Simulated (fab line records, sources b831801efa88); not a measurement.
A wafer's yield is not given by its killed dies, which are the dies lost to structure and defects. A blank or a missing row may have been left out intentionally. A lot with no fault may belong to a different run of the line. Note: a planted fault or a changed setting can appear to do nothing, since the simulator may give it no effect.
A lot that was struck, set against a sound lot	flow sky130	14 out of 708 route steps
Sound: the wafers L907.2, L907.5, L907.6. Wafers L919.2, L919.4, L919.5 were the ones struck. The cause comes at the end.
Per side, at each step with rows, come the tool, then ch with its chambers, and then its first start. Under that, the readings that differ: sound wafers	struck wafers	difference of the means	sigmas: that difference in standard deviations of wafers without a fault.
alike: readings with means less than 2 such deviations apart, plus words and numbers identical on both sides. not compared: withheld readings, readings lacking a value on some wafer, bounds such as >300 that could conceal the same value, and numbers that have no deviation in the record and whose values overlap.
A row with sigmas, a row that says differs or no value, or rows on one side alone: a step with any of these is where the two part. Numbers that don't overlap but have no deviation are shown without sigmas and don't part them. Lack of a reading on every wafer of one side parts them only where that side has two or more wafers.

first, 8 steps without rows for these wafers: SKY_VIA1_DEHYDRATE_04 (time 60 s); SKY_VIA1_HMDS_05 (prime time 60 s); SKY_VIA1_COAT_06 (resist thk 60 nm); SKY_VIA1_COAT_07 (resist thk 450 nm); SKY_VIA1_SOFTBAKE_08 (time 90 s); SKY_VIA1_EXPOSE_09 (exposes mask VIM, target cd 150 nm); SKY_VIA1_PEB_10; SKY_VIA1_DEVELOP_11 (develop time 60 s).
SKY_VIA1_CD_MEAS_12: the cd target is 150 nm.
  sound on cd-sem-01, day 34 11:41; struck on cd-sem-01, day 38 06:08
  alike: cd-nm
SKY_VIA1_OVL_MEAS_13:
  sound on overlay-02, day 34 11:47; struck on overlay-02, day 38 06:14
  alike: VIA1_OVL
SKY_VIA1_ETCH_14: etches BARC in N2/H2, stops on SiO2, time 45.9 s, target depth 60 nm.
  sound on rie-diel-02 ch 1,2, day 34 11:49; struck on rie-diel-01 ch 1,2, day 38 06:16
  alike: drypump-motor-current-A, n2-flow-sccm, oes-product-au, rf-fwd-power-W, throttle-valve-pct
  not compared: rf-hours-counter-h
SKY_VIA1_ETCH_15: etches SiO2 in C4F8/O2/Ar, stops on TiN, target depth 351 nm, time 54 s.
  sound on rie-diel-02 ch 1,2, day 34 11:52; struck on rie-diel-01 ch 1,2, day 38 06:19
  alike: oes-product-au, rf-fwd-power-W
SKY_VIA1_STRIP_16: strips in O2/N2.
  sound on plasma-asher-04 ch 0,1, day 34 11:54; struck on plasma-asher-01 ch 0,1, day 38 06:21
  no value came back on the struck wafers for any of 5 readings (chamber-pressure-mTorr (mTorr), drypump-motor-current-A (A) and others); on the sound wafers chamber-pressure-mTorr (mTorr) reads 1502.0 1500.6 1500.7
reading	sound	struck	difference	sigmas
model.KrF-thick_of_VIA1_COAT_07.thk-nm (nm)	0 0 0	323.7 322.7 323.9	+323.4	
  not compared: rf-hours-counter-h
then, 1 step without rows for these wafers: SKY_VIA1_STRIP_17 (strips in post etch residue remover, time 1200 s).

## WHERE THEY PART
Within this record, at SKY_VIA1_STRIP_16 only.

WHY: what had been put in by the simulator
Entire step skipped (plasma-asher-01, SKY_VIA1_STRIP_16), from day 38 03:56 onward. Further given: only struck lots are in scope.
